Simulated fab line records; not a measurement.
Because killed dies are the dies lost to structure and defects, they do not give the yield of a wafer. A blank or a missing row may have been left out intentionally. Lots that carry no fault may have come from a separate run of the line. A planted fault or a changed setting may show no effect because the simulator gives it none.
fab line records ; flow sfqLine ; part 1 of 2: steps 1 to 28 of 41
record lots=5; wafers=15; lastDay=85
route steps=325 shown I6@270 M7@281 I7@296 M8@311
lots untouched by any fault: they come from a run of this same line in which no faults occurred
startH: hours from the record's opening day to when the first of the lot's shown wafers began ; waitH: hours from the lot's prior step to this one ; " identical to the entry in the row above ; L1.1+2: a single row standing in for several wafers ; - either no value or no given start ; * or withheld: withheld ; < > ~ a bound
route shown NAME@n: NAME is a module with steps in the file, n the number in the route of the first one ; usual: the fault-free wafers' mean and standard deviation ; same: alike in all rows ; chamber/n: place in a boat ; sites: per-site readings ; _std_site: their standard deviation ; _edge_site: inner sites' mean taken away from outer sites' mean ; radiusMm: for every site, how far away it sits from the centre of the wafer ; mask NAME#n: copy n ; behind: the most recent tool/chamber to have shaped the wafer ; hold: what put the lot on hold/how long, in hours/how the hold closed ; device: which transistor (n, p or np) failed to switch ; end of line: tests of these same wafers at the route's end ; a step given without rows: its recipe and nothing more ; killed: dies that structure and defects cost at the first sort, which is not the same as the wafer's yield ; map: a wafer's dies, marking killed ones x, the rest . and places with no die _
set.NAME: the setting the step ran with; set.NAME@STEP: the setting that earlier step ran with ; model.NAME: the simulator's own value behind a step, which no gauge read
lots at some steps of the route; a table a step, a row a wafer
services: when a tool's chamber went out of use (startH, in hours from the record's first day, below 0 if earlier), for how many hours, and the reason
## steps
# step SFQ_TRILAYER_I6_VIA_LITHO_COAT_174
# recipe resist=BARC; spinRpm=3000; resistThkNm=62
lot.wafer;tool;chamber;startH;waitH
L076.4+5+6;lithoTrack-02;0;1682.56;0.6
L078.1+3+5;lithoTrack-02;0;1688.15;1.0
L080.2+3+4;lithoTrack-04;0;1694.39;0.8
L083.1+3+5;lithoTrack-03;0;1702.16;1.0
L088.1+3+4;lithoTrack-03;0;1804.78;1.0
# step SFQ_TRILAYER_I6_VIA_LITHO_COAT_169
# recipe resist=KrF; spinRpm=3000; resistThkNm=650
lot.wafer;tool;chamber;startH;waitH
L076.4+5+6;lithoTrack-02;0;1682.86;0.2
L078.1+3+5;lithoTrack-02;0;1688.45;0.2
L080.2+3+4;lithoTrack-04;0;1694.69;0.2
L083.1+3+5;lithoTrack-03;0;1702.46;0.2
L088.1+3+4;lithoTrack-03;0;1805.08;0.2
# step SFQ_TRILAYER_I6_VIA_LITHO_SOFTBAKE_173
# recipe tempC=withheld; timeS=withheld; resist=KrF
lot.wafer;tool;chamber;startH;waitH
L076.4+5+6;lithoTrack-02;0;1683.09;0.2
L078.1+3+5;lithoTrack-02;0;1688.75;0.2
L080.2+3+4;lithoTrack-04;0;1694.97;0.2
L083.1+3+5;lithoTrack-03;0;1702.76;0.2
L088.1+3+4;lithoTrack-03;0;1805.38;0.2
# step SFQ_TRILAYER_I6_VIA_LITHO_EXPOSE_170
# recipe maskId=I6; na=0.6; sourceShape=conventional; sigmaOuter=0.65; targetCdNm=700; doseMj=21.3
# usual stageVelMmS=500.02/0.23
lot.wafer;tool;chamber;startH;waitH;mask;stageVelMmS
L076.4;krfScanner-02;0;1774.39;-;I6#0;499.98
L076.5;krfScanner-02;0;1774.39;-;I6#0;499.65
L076.6;krfScanner-02;0;1774.39;-;I6#0;500.02
L078.1;krfScanner-02;0;1779.79;-;I6#0;500.27
L078.3;krfScanner-02;0;1779.79;-;I6#0;500.18
L078.5;krfScanner-02;0;1779.79;-;I6#0;500.33
L080.2;krfScanner-02;0;1785.99;-;I6#0;499.58
L080.3;krfScanner-02;0;1785.99;-;I6#0;499.96
L080.4;krfScanner-02;0;1785.99;-;I6#0;500.15
L083.1;krfScanner-01;0;1790.97;-;I6#0;499.95
L083.3;krfScanner-01;0;1790.97;-;I6#0;499.73
L083.5;krfScanner-01;0;1790.97;-;I6#0;499.91
L088.1;krfScanner-01;0;1820.32;-;I6#0;499.96
L088.3;krfScanner-01;0;1820.32;-;I6#0;499.73
L088.4;krfScanner-01;0;1820.32;-;I6#0;499.71
# step SFQ_TRILAYER_I6_VIA_LITHO_PEB_172
# recipe pebTempC=115; pebTimeS=60; resist=KrF
lot.wafer;tool;chamber;startH;waitH
L076.4+5+6;lithoTrack-04;0;1775.07;0.5
L078.1+3+5;lithoTrack-04;0;1780.99;1.0
L080.2+3+4;lithoTrack-02;0;1787.02;0.8
L083.1+3+5;lithoTrack-04;0;1792.17;1.0
L088.1+3+4;lithoTrack-04;0;1821.52;1.0
# step SFQ_TRILAYER_I6_VIA_LITHO_DEVELOP_171
# recipe timeS=60; resist=KrF
lot.wafer;tool;chamber;startH;waitH
L076.4+5+6;lithoTrack-04;0;1775.22;0.1
L078.1+3+5;lithoTrack-04;0;1781.14;0.1
L080.2+3+4;lithoTrack-02;0;1787.17;0.1
L083.1+3+5;lithoTrack-04;0;1792.32;0.1
L088.1+3+4;lithoTrack-04;0;1821.67;0.1
# step SFQ_I6_OVL_MEAS_942
# usual I6_OVL=-3/6.5
lot.wafer;tool;chamber;startH;waitH;I6_OVL[nm]
L076.4;overlay-02;-;1775.31;0.1;3
L076.5;overlay-02;-;1775.31;0.1;5
L076.6;overlay-02;-;1775.31;0.1;2
L078.1;overlay-02;-;1781.29;0.1;-1
L078.3;overlay-02;-;1781.29;0.1;1
L078.5;overlay-02;-;1781.29;0.1;-12
L080.2;overlay-02;-;1787.30;0.1;6
L080.3;overlay-02;-;1787.30;0.1;-1
L080.4;overlay-02;-;1787.30;0.1;-1
L083.1;overlay-02;-;1792.47;0.1;-1
L083.3;overlay-02;-;1792.47;0.1;1
L083.5;overlay-02;-;1792.47;0.1;3
L088.1;overlay-01;-;1821.82;0.1;-10
L088.3;overlay-01;-;1821.82;0.1;-12
L088.4;overlay-01;-;1821.82;0.1;-11
# step SFQ_TRILAYER_I6_VIA_BARC_OPEN_VIA_ETCH_235
# recipe maskMaterial=PR; chemistry=O2; targetDepthNm=125; target=BARC; sourceW=500; biasW=80; pressureMtorr=30; timeS=41.7
# usual drypumpMotorCurrentA=5.7/0.38; oesProductAu=0.686/0.0046
lot.wafer;tool;chamber;startH;waitH;drypumpMotorCurrentA;oesProductAu;rfHoursCounterH
L076.4;rieDiel-03;0;1775.33;0.0;5.3;0.694;11
L076.5;rieDiel-03;1;1775.33;0.0;5.7;0.690;-
L076.6;rieDiel-03;2;1775.33;0.0;6.2;0.680;-
L078.1;rieDiel-02;3;1781.33;0.0;5.8;0.681;13
L078.3;rieDiel-02;2;1781.33;0.0;5.8;0.681;9
L078.5;rieDiel-02;1;1781.33;0.0;4.9;0.693;-
L080.2;rieDiel-03;0;1787.33;0.0;5.3;0.684;11
L080.3;rieDiel-03;1;1787.33;0.0;5.7;0.682;12
L080.4;rieDiel-03;2;1787.33;0.0;6.2;0.687;2
L083.1;rieDiel-04;2;1792.50;0.0;6.0;0.685;17
L083.3;rieDiel-04;3;1792.50;0.0;6.3;0.682;4
L083.5;rieDiel-04;1;1792.50;0.0;5.7;0.680;-
L088.1;rieDiel-02;2;1821.85;0.0;5.8;0.694;10
L088.3;rieDiel-02;1;1821.85;0.0;4.9;0.684;7
L088.4;rieDiel-02;0;1821.85;0.0;5.5;0.685;12
# step SFQ_TRILAYER_I6_VIA_ETCH_VIA_ETCH_172
# recipe target=SiO2; stopOn=Nb; maskMaterial=PR; taperDeg=20; chemistry=CHF3; targetDepthNm=260; sourceW=500; biasW=80; pressureMtorr=30; timeS=withheld
# usual drypumpMotorCurrentA=5.7/0.38; oesProductAu=0.856/0.0061
lot.wafer;tool;chamber;startH;waitH;drypumpMotorCurrentA;oesProductAu
L076.4;rieDiel-03;0;1775.37;0.0;5.3;0.854
L076.5;rieDiel-03;1;1775.37;0.0;5.7;0.851
L076.6;rieDiel-03;2;1775.37;0.0;6.2;0.856
L078.1;rieDiel-02;3;1781.37;0.0;5.8;0.861
L078.3;rieDiel-02;2;1781.37;0.0;5.8;0.848
L078.5;rieDiel-02;1;1781.37;0.0;4.9;0.874
L080.2;rieDiel-03;0;1787.37;0.0;5.3;0.860
L080.3;rieDiel-03;1;1787.37;0.0;5.7;0.846
L080.4;rieDiel-03;2;1787.37;0.0;6.2;0.861
L083.1;rieDiel-04;2;1792.54;0.0;6.0;0.859
L083.3;rieDiel-04;3;1792.54;0.0;6.2;0.860
L083.5;rieDiel-04;1;1792.54;0.0;5.7;0.852
L088.1;rieDiel-02;2;1821.89;0.0;5.8;0.852
L088.3;rieDiel-02;1;1821.89;0.0;4.9;0.861
L088.4;rieDiel-02;0;1821.89;0.0;5.5;0.856
# step SFQ_TRILAYER_I6_VIA_STRIP_STRIP_173
# recipe gas=O2; powerW=200; platenTempC=40; overashFraction=0.65; chemistry=O2; pressureMtorr=50
# usual drypumpMotorCurrentA=5.4/0.33; oesProductAu=1.001/0.011
lot.wafer;tool;chamber;startH;waitH;drypumpMotorCurrentA;oesProductAu;rfHoursCounterH
L076.4;rieMetal-04;1;1775.68;-;5.9;1.003;-
L076.5;rieMetal-04;0;1775.68;-;5.7;1.004;-
L076.6;rieMetal-04;1;1775.68;-;5.9;1.010;-
L078.1;rieMetal-04;1;1781.48;-;5.9;1.005;78
L078.3;rieMetal-04;1;1781.48;-;5.9;1.001;-
L078.5;rieMetal-04;0;1781.48;-;5.7;1.011;-
L080.2;rieMetal-04;0;1787.48;-;5.7;1.019;31
L080.3;rieMetal-04;1;1787.48;-;5.9;1.023;-
L080.4;rieMetal-04;0;1787.48;-;5.7;1.006;-
L083.1;rieMetal-04;1;1792.65;-;5.8;1.014;80
L083.3;rieMetal-04;0;1792.65;-;5.7;1.010;-
L083.5;rieMetal-04;0;1792.65;-;5.7;1.007;-
L088.1;rieMetal-02;1;1822.00;-;5.7;0.987;48
L088.3;rieMetal-02;1;1822.00;-;5.7;0.987;-
L088.4;rieMetal-02;0;1822.00;-;5.0;0.975;-
# step SFQ_TRILAYER_I6_VIA_STRIP_SOLV_CLEAN_174
# recipe chemistry=NMP; tempC=70; timeS=600
lot.wafer;tool;chamber;startH;waitH
L076.4+5+6;wetBench-03;5,6,0;1776.08;0.2
L078.1+3+5;wetBench-01;1,4,7;1782.08;0.4
L080.2+3+4;wetBench-02;3,0,6;1788.08;0.4
L083.1+3+5;wetBench-03;6,5,2;1793.25;0.4
L088.1+3+4;wetBench-03;7,1,6;1822.60;0.4
# step SFQ_TRILAYER_M7_DEP_PRE_CLEAN_176
# recipe gas=Ar; timeS=22.5; biasV=250
lot.wafer;tool;chamber;startH;waitH
L076.4+5+6;pvdSputter-04;-;1776.25;0.0
L078.1+3+5;pvdSputter-04;-;1782.25;0.0
L080.2+3+4;pvdSputter-04;-;1788.29;0.0
L083.1+3+5;pvdSputter-04;-;1793.43;0.0
L088.1+3+4;pvdSputter-05;-;1822.78;0.0
# step SFQ_TRILAYER_M7_DEP_SPUTTER_175
# recipe material=Nb; basePressurePa=1.33e-06; chamberPressurePa=0.1333; substrateTempC=20; targetThkNm=200; powerW=2000; timeS=133.3
# usual throttleValvePct=30.6/1.1
lot.wafer;tool;chamber;startH;waitH;throttleValvePct
L076.4;pvdSputter-04;-;1776.28;0.0;28.5
L076.5;pvdSputter-04;-;1776.28;0.0;30.8
L076.6;pvdSputter-04;-;1776.28;0.0;31.4
L078.1;pvdSputter-04;-;1782.28;0.0;31.2
L078.3;pvdSputter-04;-;1782.28;0.0;28.1
L078.5;pvdSputter-04;-;1782.28;0.0;31.0
L080.2;pvdSputter-04;-;1788.32;0.0;30.6
L080.3;pvdSputter-04;-;1788.32;0.0;28.1
L080.4;pvdSputter-04;-;1788.32;0.0;31.1
L083.1;pvdSputter-04;-;1793.46;0.0;31.6
L083.3;pvdSputter-04;-;1793.46;0.0;27.8
L083.5;pvdSputter-04;-;1793.46;0.0;31.3
L088.1;pvdSputter-05;-;1822.81;0.0;30.6
L088.3;pvdSputter-05;-;1822.81;0.0;29.9
L088.4;pvdSputter-05;-;1822.81;0.0;29.8
# step SFQ_M7_RS_MEAS_943
# recipe thkMeasGauge=four-point-probe; reads=Nb_of_TRILAYER_M7_DEP_SPUTTER_175
# usual M7_NB_RS=0.892/0.0083
lot.wafer;tool;chamber;startH;waitH;M7_NB_RS[ohm/sq]
L076.4;filmMetro-04;-;1776.43;0.1;0.892
L076.5;filmMetro-04;-;1776.43;0.1;0.904
L076.6;filmMetro-04;-;1776.43;0.1;0.886
L078.1;filmMetro-04;-;1782.37;0.0;0.897
L078.3;filmMetro-04;-;1782.37;0.0;0.886
L078.5;filmMetro-04;-;1782.37;0.0;0.896
L080.2;filmMetro-04;-;1788.43;0.1;0.915
L080.3;filmMetro-04;-;1788.43;0.1;0.894
L080.4;filmMetro-04;-;1788.43;0.1;0.893
L083.1;filmMetro-03;-;1793.55;0.0;0.879
L083.3;filmMetro-03;-;1793.55;0.0;0.882
L083.5;filmMetro-03;-;1793.55;0.0;0.884
L088.1;filmMetro-01;-;1822.91;0.1;0.870
L088.3;filmMetro-01;-;1822.91;0.1;0.883
L088.4;filmMetro-01;-;1822.91;0.1;0.884
# step SFQ_TRILAYER_M7_LITHO_COAT_182
# recipe resist=BARC; spinRpm=3000; resistThkNm=62
lot.wafer;tool;chamber;startH;waitH
L076.4+5+6;lithoTrack-02;0;1776.70;0.2
L078.1+3+5;lithoTrack-04;0;1782.55;0.1
L080.2+3+4;lithoTrack-02;0;1788.64;0.1
L083.1+3+5;lithoTrack-02;0;1793.73;0.1
L088.1+3+4;lithoTrack-02;0;1823.09;0.1
# step SFQ_TRILAYER_M7_LITHO_COAT_177
# recipe resist=KrF; spinRpm=3000; resistThkNm=600
lot.wafer;tool;chamber;startH;waitH
L076.4+5+6;lithoTrack-02;0;1777.00;0.2
L078.1+3+5;lithoTrack-04;0;1782.85;0.2
L080.2+3+4;lithoTrack-02;0;1788.94;0.2
L083.1+3+5;lithoTrack-02;0;1794.03;0.2
L088.1+3+4;lithoTrack-02;0;1823.39;0.2
# step SFQ_TRILAYER_M7_LITHO_SOFTBAKE_181
# recipe tempC=withheld; timeS=withheld; resist=KrF
lot.wafer;tool;chamber;startH;waitH
L076.4+5+6;lithoTrack-02;0;1777.23;0.2
L078.1+3+5;lithoTrack-04;0;1783.15;0.2
L080.2+3+4;lithoTrack-02;0;1789.21;0.2
L083.1+3+5;lithoTrack-02;0;1794.33;0.2
L088.1+3+4;lithoTrack-02;0;1823.69;0.2
# step SFQ_TRILAYER_M7_LITHO_EXPOSE_178
# recipe maskId=M7; na=0.6; sourceShape=conventional; sigmaOuter=0.65; targetCdNm=500; doseMj=14.4
# usual stageVelMmS=500.03/0.22
lot.wafer;tool;chamber;startH;waitH;mask;stageVelMmS
L076.4;krfScanner-01;0;1781.97;-;M7#0;499.90
L076.5;krfScanner-01;0;1781.97;-;M7#0;499.63
L076.6;krfScanner-01;0;1781.97;-;M7#0;500.33
L078.1;krfScanner-01;0;1786.17;-;M7#0;500.03
L078.3;krfScanner-01;0;1786.17;-;M7#0;499.96
L078.5;krfScanner-01;0;1786.17;-;M7#0;500.19
L080.2;krfScanner-01;0;1797.17;-;M7#0;500.19
L080.3;krfScanner-01;0;1797.17;-;M7#0;500.41
L080.4;krfScanner-01;0;1797.17;-;M7#0;500.41
L083.1;krfScanner-01;0;1802.97;-;M7#0;500.05
L083.3;krfScanner-01;0;1802.97;-;M7#0;500.10
L083.5;krfScanner-01;0;1802.97;-;M7#0;500.01
L088.1;krfScanner-01;0;1875.62;-;M7#0;499.93
L088.3;krfScanner-01;0;1875.62;-;M7#0;499.60
L088.4;krfScanner-01;0;1875.62;-;M7#0;500.04
# step SFQ_TRILAYER_M7_LITHO_PEB_180
# recipe pebTempC=115; pebTimeS=60; resist=KrF
lot.wafer;tool;chamber;startH;waitH
L076.4+5+6;lithoTrack-02;0;1782.64;0.5
L078.1+3+5;lithoTrack-04;0;1787.37;1.0
L080.2+3+4;lithoTrack-01;0;1798.19;0.8
L083.1+3+5;lithoTrack-02;0;1804.17;1.0
L088.1+3+4;lithoTrack-01;0;1876.82;1.0
# step SFQ_TRILAYER_M7_LITHO_DEVELOP_179
# recipe timeS=60; resist=KrF
lot.wafer;tool;chamber;startH;waitH
L076.4+5+6;lithoTrack-02;0;1782.79;0.1
L078.1+3+5;lithoTrack-04;0;1787.52;0.1
L080.2+3+4;lithoTrack-01;0;1798.34;0.1
L083.1+3+5;lithoTrack-02;0;1804.32;0.1
L088.1+3+4;lithoTrack-01;0;1876.97;0.1
# step SFQ_M7_OVL_MEAS_945
# usual M7_OVL=0/5.2
lot.wafer;tool;chamber;startH;waitH;M7_OVL[nm]
L076.4;overlay-01;-;1782.88;0.1;1
L076.5;overlay-01;-;1782.88;0.1;0
L076.6;overlay-01;-;1782.88;0.1;-1
L078.1;overlay-01;-;1787.67;0.1;0
L078.3;overlay-01;-;1787.67;0.1;-11
L078.5;overlay-01;-;1787.67;0.1;-7
L080.2;overlay-02;-;1798.47;0.1;-5
L080.3;overlay-02;-;1798.47;0.1;-4
L080.4;overlay-02;-;1798.47;0.1;-2
L083.1;overlay-02;-;1804.47;0.1;-5
L083.3;overlay-02;-;1804.47;0.1;2
L083.5;overlay-02;-;1804.47;0.1;-5
L088.1;overlay-01;-;1877.12;0.1;9
L088.3;overlay-01;-;1877.12;0.1;17
L088.4;overlay-01;-;1877.12;0.1;13
# step SFQ_TRILAYER_M7_BARC_OPEN_METAL_ETCH_229
# recipe maskMaterial=PR; chemistry=O2; targetDepthNm=125; target=BARC; icpW=600; biasW=80; pressureMtorr=10; timeS=41.7
# usual drypumpMotorCurrentA=5.7/0.46; oesProductAu=0.685/0.0045
lot.wafer;tool;chamber;startH;waitH;drypumpMotorCurrentA;oesProductAu;rfHoursCounterH
L076.4;rieMetal-04;0;1782.92;0.0;5.7;0.690;-
L076.5;rieMetal-04;1;1782.92;0.0;5.8;0.682;-
L076.6;rieMetal-04;0;1782.92;0.0;5.7;0.691;-
L078.1;rieMetal-02;1;1787.70;0.0;5.7;0.695;41
L078.3;rieMetal-02;1;1787.70;0.0;5.7;0.691;-
L078.5;rieMetal-02;1;1787.70;0.0;5.7;0.682;-
L080.2;rieMetal-04;1;1798.52;0.0;5.9;0.684;-
L080.3;rieMetal-04;1;1798.52;0.0;5.9;0.684;-
L080.4;rieMetal-04;1;1798.52;0.0;5.9;0.674;-
L083.1;rieMetal-01;0;1804.50;0.0;5.1;0.687;60
L083.3;rieMetal-01;0;1804.50;0.0;5.1;0.683;-
L083.5;rieMetal-01;1;1804.50;0.0;6.6;0.687;-
L088.1;rieMetal-04;0;1877.15;0.0;5.7;0.691;46
L088.3;rieMetal-04;0;1877.15;0.0;5.7;0.681;-
L088.4;rieMetal-04;1;1877.15;0.0;5.8;0.688;-
# step SFQ_TRILAYER_M7_ETCH_METAL_ETCH_180
# recipe target=Nb; stopOn=SiO2; maskMaterial=PR; chemistry=Cl2/Ar; targetDepthNm=240; icpW=600; biasW=80; pressureMtorr=10; timeS=120
# usual drypumpMotorCurrentA=5.7/0.46; oesProductAu=0.893/0.0064
lot.wafer;tool;chamber;startH;waitH;drypumpMotorCurrentA;oesProductAu;rfHoursCounterH
L076.4;rieMetal-04;0;1783.00;0.1;5.7;0.889;-
L076.5;rieMetal-04;1;1783.00;0.1;5.9;0.887;-
L076.6;rieMetal-04;0;1783.00;0.1;5.7;0.895;-
L078.1;rieMetal-02;1;1787.82;0.1;5.7;0.890;41
L078.3;rieMetal-02;1;1787.82;0.1;5.7;0.892;-
L078.5;rieMetal-02;1;1787.82;0.1;5.7;0.887;-
L080.2;rieMetal-04;1;1798.66;0.1;5.9;0.881;-
L080.3;rieMetal-04;1;1798.66;0.1;5.9;0.895;-
L080.4;rieMetal-04;1;1798.66;0.1;5.9;0.892;-
L083.1;rieMetal-01;0;1804.56;0.0;5.1;0.900;61
L083.3;rieMetal-01;0;1804.56;0.0;5.1;0.897;-
L083.5;rieMetal-01;1;1804.56;0.0;6.7;0.906;-
L088.1;rieMetal-04;0;1877.21;0.0;5.7;0.908;46
L088.3;rieMetal-04;0;1877.21;0.0;5.7;0.899;-
L088.4;rieMetal-04;1;1877.21;0.0;5.9;0.888;-
# step SFQ_TRILAYER_M7_STRIP_STRIP_181
# recipe gas=O2; powerW=200; platenTempC=40; overashFraction=0.65; chemistry=O2; pressureMtorr=50
# usual drypumpMotorCurrentA=5.7/0.45; oesProductAu=1.003/0.0077
lot.wafer;tool;chamber;startH;waitH;drypumpMotorCurrentA;oesProductAu;rfHoursCounterH
L076.4;rieMetal-04;0;1783.29;0.2;5.7;1.015;-
L076.5;rieMetal-04;1;1783.29;0.2;5.9;1.010;-
L076.6;rieMetal-04;0;1783.29;0.2;5.7;1.011;-
L078.1;rieMetal-02;1;1788.07;0.2;5.7;1.007;41
L078.3;rieMetal-02;1;1788.07;0.2;5.7;1.003;-
L078.5;rieMetal-02;1;1788.07;0.2;5.7;1.005;-
L080.2;rieMetal-04;1;1799.07;0.4;5.9;1.009;-
L080.3;rieMetal-04;1;1799.07;0.4;5.9;1.007;-
L080.4;rieMetal-04;1;1799.07;0.4;5.9;1.000;-
L083.1;rieMetal-01;0;1804.69;0.1;5.1;1.013;61
L083.3;rieMetal-01;0;1804.69;0.1;5.1;1.013;-
L083.5;rieMetal-01;1;1804.69;0.1;6.6;1.005;-
L088.1;rieMetal-04;0;1877.34;0.1;5.7;1.002;46
L088.3;rieMetal-04;0;1877.34;0.1;5.7;1.004;-
L088.4;rieMetal-04;1;1877.34;0.1;5.9;1.018;-
# step SFQ_TRILAYER_M7_STRIP_SOLV_CLEAN_182
# recipe chemistry=NMP; tempC=70; timeS=600
lot.wafer;tool;chamber;startH;waitH
L076.4+5+6;wetBench-03;7,0,3;1783.69;0.2
L078.1+3+5;wetBench-03;4,1,5;1789.27;1.0
L080.2+3+4;wetBench-03;2,0,3;1800.07;0.8
L083.1+3+5;wetBench-02;7,1,0;1805.29;0.4
L088.1+3+4;wetBench-04;2,3,4;1877.94;0.4
# step SFQ_TRILAYER_I7_DEP_PECVD_183
# recipe material=SiO2; tempC=150; timeS=111.11; pressureTorr=2.4; rfW=183.3; precursor=SiH4/N2O; targetThkNm=500
# usual heaterPowerW=87/12; throttleValvePct=24.3/0.84
lot.wafer;tool;chamber;startH;waitH;heaterPowerW;throttleValvePct
L076.4;pecvd-01;0;1783.90;0.0;75;25.6
L076.5;pecvd-01;2;1783.90;0.0;99;24.5
L076.6;pecvd-01;1;1783.90;0.0;83;25.1
L078.1;pecvd-03;2;1789.45;0.0;80;22.8
L078.3;pecvd-03;1;1789.45;0.0;95;24.3
L078.5;pecvd-03;2;1789.45;0.0;81;22.9
L080.2;pecvd-03;1;1800.25;0.0;101;24.4
L080.3;pecvd-03;2;1800.25;0.0;85;22.8
L080.4;pecvd-03;0;1800.25;0.0;104;23.5
L083.1;pecvd-03;1;1805.48;0.0;84;24.3
L083.3;pecvd-03;0;1805.48;0.0;99;23.6
L083.5;pecvd-03;1;1805.48;0.0;90;24.2
L088.1;pecvd-03;0;1878.11;0.0;108;23.9
L088.3;pecvd-03;2;1878.11;0.0;86;23.1
L088.4;pecvd-03;1;1878.11;0.0;97;24.6
# step SFQ_TRILAYER_I7_CMP_CMP_184
# recipe material=SiO2; downForcePsi=3; platenRpm=60; padVelocityMS=0.94248
# usual headPressurePsi=3.000/0.0063; motorCurrentA=10.6/1.3; timeToEndpointS=219/8.4
lot.wafer;tool;chamber;startH;waitH;headPressurePsi;motorCurrentA;timeToEndpointS
L076.4;cmp-01;2;1784.44;0.5;2.997;9.6;224
L076.5;cmp-01;1;1785.94;2.0;3.004;9.7;218
L076.6;cmp-01;2;1785.94;2.0;3.008;10.2;220
L078.1;cmp-01;3;1790.02;0.5;3.010;10.7;209
L078.3;cmp-01;0;1790.02;0.5;3.001;8.8;217
L078.5;cmp-01;2;1791.52;2.0;3.008;10.2;209
L080.4;cmp-02;3;1800.32;0.0;2.995;12.2;215
L080.2;cmp-02;1;1801.32;1.0;2.993;13.4;203
L080.3;cmp-02;2;1801.32;1.0;2.991;9.7;209
L083.1;cmp-02;1;1806.32;0.8;2.990;12.9;214
L083.3;cmp-02;3;1807.32;1.8;2.989;11.7;212
L083.5;cmp-02;2;1808.82;3.3;3.005;10.1;201
L088.4;cmp-02;3;1890.75;12.6;3.001;11.8;222
L088.1;cmp-02;0;1890.75;12.6;2.995;9.9;224
L088.3;cmp-02;2;1892.25;14.1;2.997;9.4;216
# step SFQ_I7_BOW_MEAS_946
# recipe mode=bow
# usual I7_BOW=5/12
lot.wafer;tool;chamber;startH;waitH;I7_BOW[um]
L076.4;filmMetro-03;-;1787.00;2.1;19
L076.5;filmMetro-03;-;1787.00;2.1;11
L076.6;filmMetro-03;-;1787.00;2.1;15
L078.1;filmMetro-02;-;1792.52;2.0;0
L078.3;filmMetro-02;-;1792.52;2.0;3
L078.5;filmMetro-02;-;1792.52;2.0;-9
L080.2;filmMetro-02;-;1803.34;1.5;-11
L080.3;filmMetro-02;-;1803.34;1.5;-8
L080.4;filmMetro-02;-;1803.34;1.5;-9
L083.1;filmMetro-02;-;1809.32;2.5;8
L083.3;filmMetro-02;-;1809.32;2.5;-2
L083.5;filmMetro-02;-;1809.32;2.5;10
L088.1;filmMetro-02;-;1893.75;2.0;12
L088.3;filmMetro-02;-;1893.75;2.0;13
L088.4;filmMetro-02;-;1893.75;2.0;9
